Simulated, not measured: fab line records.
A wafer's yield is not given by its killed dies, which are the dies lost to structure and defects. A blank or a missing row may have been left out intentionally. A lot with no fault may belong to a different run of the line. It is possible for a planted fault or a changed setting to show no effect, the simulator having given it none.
Struck lot and sound lot, side by side    flow sky130    18 out of 708 route steps
Sound: the wafers L356.2, L356.3, L356.5. Wafers struck: L371.2, L371.4, L371.5. The cause is named last.
Per side, at each step with rows, come the tool, then ch with its chambers, and then its first start. Under that, the readings that differ: sound wafers    struck wafers    difference of the means    sigmas: that difference in standard deviations of wafers without a fault.
alike: same words and numbers on both sides, and readings whose means sit less than 2 such deviations apart. not compared: any withheld reading, any reading some wafer has no value for, any bound like >300 that may hide the same value, and any number with overlapping values for which the record gives no deviation.
Wherever a step has rows on one side only, a row that says differs or no value, or a row with sigmas, the two part there. Non-overlapping numbers with no deviation appear without sigmas and do not part them. A reading missing from all wafers of one side parts the sides only when that side holds two or more wafers.

first, 1 step without rows for these wafers: SKY_POLY_CUT_DEVELOP_07 (develop time 60 s).
SKY_POLY_CUT_CD_MEAS_08: the cd target is 270 nm.
  struck on cd_sem-02, day 31 08:11; sound on cd_sem-01, day 26 12:05
  alike: cd_nm
SKY_POLY_CUT_OVL_MEAS_09:
  struck on overlay-02, day 31 08:17; sound on overlay-02, day 26 12:11
  alike: POLY_CUT_OVL
SKY_POLY_CUT_ETCH_10: etches BARC in N2/H2, stops on SiO2, time 45.9 s, target depth 60 nm.
  sound on rie_diel-03 ch 0,1,2, day 26 12:13; struck on rie_diel-01 ch 0,1,3, day 31 08:19
  alike: drypump_motor_current_A, oes_product_au, throttle_valve_pct
  not compared: rf_hours_counter_h
SKY_POLY_CUT_ETCH_11: etches Si3N4 in CF4/CH2F2/Ar, stops on poly-Si, time 42.5 s, target depth 60 nm.
  sound on rie_diel-03 ch 0,1,2, day 26 12:16; struck on rie_diel-01 ch 0,1,3, day 31 08:22
  alike: drypump_motor_current_A, oes_product_au, throttle_valve_pct
  not compared: rf_hours_counter_h
SKY_POLY_CUT_STRIP_12: strips in O2/N2.
  sound on plasma_asher-04 ch 0, day 26 12:18; struck on plasma_asher-01 ch 0,1, day 31 08:24
  alike: drypump_motor_current_A, oes_product_au, strip_time_to_endpoint_s
  not compared: rf_hours_counter_h
then, 6 steps without rows for these wafers: SKY_SD_P_DEHYDRATE_00 (time 60 s); SKY_SD_P_HMDS_01 (prime time 60 s); SKY_SD_P_COAT_02 (resist thk 1140 nm); SKY_SD_P_SOFTBAKE_03 (time 60 s); SKY_SD_P_EXPOSE_04 (exposes mask PSDM, target cd 380 nm); SKY_SD_P_PEB_05.
SKY_SD_P_DEVELOP_06: develop time 60 s.
  sound on litho_track-02 ch 0, day 27 17:59; struck on litho_track-04 ch 0, day 32 12:29
  alike: chill_plate_temp_C
SKY_SD_P_OVL_MEAS_08:
  struck on overlay-01, day 32 12:44; sound on overlay-02, day 27 18:14
reading        sound         struck          difference  sigmas
SD_P_OVL (nm)  -0.2 0.5 0.3  -2.7 -3.1 -2.6  -3.0        -2
next, for these wafers, 1 step has no rows: SKY_SD_P_IMPLANT_09.
SKY_SD_P_STRIP_10: strips in O2/N2.
  sound on plasma_asher-02 ch 0,1, day 27 18:25; struck on plasma_asher-04 ch 1, day 32 12:55
  alike: drypump_motor_current_A, oes_product_au, strip_time_to_endpoint_s
  not compared: rf_hours_counter_h
SKY_SD_P_TW_MEAS_11:
  struck on film_metro-03, day 32 13:01; sound on film_metro-01, day 27 18:32
reading  sound           struck    difference  sigmas
SD_P_TW  2787 2782 2782  30 30 30  -2754       -99 or more
then, 1 step without rows for these wafers: SKY_RES_XHIGH_DEHYDRATE_00 (time 60 s).

== WHERE THEY PART ==
First at SKY_SD_P_OVL_MEAS_08; last, within this record, at SKY_SD_P_TW_MEAS_11.

WHY: the cause the simulator had injected
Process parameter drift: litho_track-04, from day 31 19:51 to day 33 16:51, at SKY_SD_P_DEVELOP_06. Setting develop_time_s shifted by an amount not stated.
